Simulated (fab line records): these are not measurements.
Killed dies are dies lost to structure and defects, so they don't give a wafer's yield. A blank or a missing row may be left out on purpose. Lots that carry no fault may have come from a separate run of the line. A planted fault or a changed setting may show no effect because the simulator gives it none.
Comparing a struck lot with a sound one + flow sky130 + 18 out of 708 route steps
Sound: the wafers L391.1, L391.3, L391.6. Wafers L405.2, L405.3, L405.6 were the ones struck. The cause comes at the end.
Each step with rows lists, per side, the tool, then ch with its chambers, then its first start. Under that, the readings that differ: sound wafers + struck wafers + difference of the means + sigmas: that difference in standard deviations of wafers without a fault.
alike: words and numbers the same on both sides, and readings whose means are apart by under 2 such deviations; not compared: readings that were withheld, readings missing a value for some wafer, numbers with overlapping values and no deviation given by the record, and bounds like >300 which may hide the same value.
Wherever a step has rows on one side only, a row that says differs or no value, or a row with sigmas, the two part there. Non-overlapping numbers with no deviation appear without sigmas and do not part them. Lack of a reading on every wafer of one side parts them only where that side has two or more wafers.

first, 1 step without rows for these wafers: SKY_VT_ADJUST_PCH_IMPLANT_08.
SKY_VT_ADJUST_PCH_STRIP_09: strips in O2/N2.
  sound on plasma_asher-01 ch 0, day 11 04:19; struck on plasma_asher-01 ch 0,1, day 15 15:07
| reading                     | sound          | struck         | difference | sigmas |
|-----------------------------|----------------|----------------|------------|--------|
| drypump_motor_current_A (A) | 6.36 6.35 6.34 | 6.36 5.40 5.39 | -0.63      | -2     |
  alike: chamber_pressure_mTorr, oes_product_au, strip_time_to_endpoint_s
  not compared: rf_hours_counter_h
SKY_VT_ADJUST_PCH_TW_MEAS_10:
  sound on film_metro-04 at day 11 04:25; struck on film_metro-04 at day 15 15:14
  alike: VT_ADJUST_PCH_TW
then, 7 steps without rows for these wafers: SKY_SONOS_TUNNEL_DEHYDRATE_00 (time 60 s); SKY_SONOS_TUNNEL_HMDS_01 (prime time 60 s); SKY_SONOS_TUNNEL_COAT_02 (resist thk 1140 nm); SKY_SONOS_TUNNEL_SOFTBAKE_03 (time 58.31 s); SKY_SONOS_TUNNEL_EXPOSE_04 (exposes mask TUNM, target cd 410 nm); SKY_SONOS_TUNNEL_PEB_05; SKY_SONOS_TUNNEL_DEVELOP_06 (develop time 60 s).
SKY_SONOS_TUNNEL_CD_MEAS_07: the cd target is 410 nm.
  sound on cd_sem-02 at day 12 03:30; struck on cd_sem-01 at day 16 18:55
  alike: cd_nm
SKY_SONOS_TUNNEL_OVL_MEAS_08:
  sound on overlay-01 at day 12 03:37; struck on overlay-01 at day 16 19:01
  alike: SONOS_TUNNEL_OVL
SKY_SONOS_TUNNEL_IMPLANT_09:
  sound on implanter-03 ch 0, day 12 03:39; struck on implanter-03 ch 0, day 16 19:07
| reading            | sound           | struck         | difference | sigmas |
|--------------------|-----------------|----------------|------------|--------|
| beam_on_s (s)      | 10.26 9.57 9.94 | 8.28 8.52 8.38 | -1.53      | -8     |
| faraday_current_uA | 5.47 5.87 5.67  | 6.80 6.64 6.75 | +1.06      | +10    |
then, 2 steps without rows for these wafers: SKY_SONOS_TUNNEL_WET_ETCH_10 (etches SiO2 in dHF, target depth 14 nm, time 280 s); SKY_SONOS_TUNNEL_STRIP_11 (strips in SPM, time 600 s).
SKY_SONOS_TUNNEL_TW_MEAS_12:
  sound on film_metro-03 at day 12 04:09; struck on film_metro-02 at day 16 19:31
| reading         | sound       | struck      | difference | sigmas |
|-----------------|-------------|-------------|------------|--------|
| SONOS_TUNNEL_TW | 200 200 200 | 184 185 186 | -15        | -5     |
then, 1 step without rows for these wafers: SKY_SONOS_TUNNEL_CLEAN_13 (cleans in dHF, time 20 s).
-- the record jumps here: 33 days lie between the struck wafers' starts before and after (it left off in module SONOS_TUNNEL and takes up again in module PAD_OPEN, whose first step shown is number 708 of the route) --
SKY_PAD_OPEN_PROBE_99:
  sound on prober-02 at day 46 20:57; struck on prober-02 at day 50 00:21
  alike: killed_at_M0_to_M3, killed_at_M4_up, killed_at_contacts, killed_at_front_end, killed_at_other, killed_dies, killed_open, killed_short
  not compared: model.etest.sonos_uncharged.vt_v

## WHERE THEY PART
At SKY_VT_ADJUST_PCH_STRIP_09 first; at SKY_SONOS_TUNNEL_TW_MEAS_12 last (within this record only). Later steps at which nothing parts them and some readings are alike: SKY_PAD_OPEN_PROBE_99.

WHY: the cause the simulator had injected
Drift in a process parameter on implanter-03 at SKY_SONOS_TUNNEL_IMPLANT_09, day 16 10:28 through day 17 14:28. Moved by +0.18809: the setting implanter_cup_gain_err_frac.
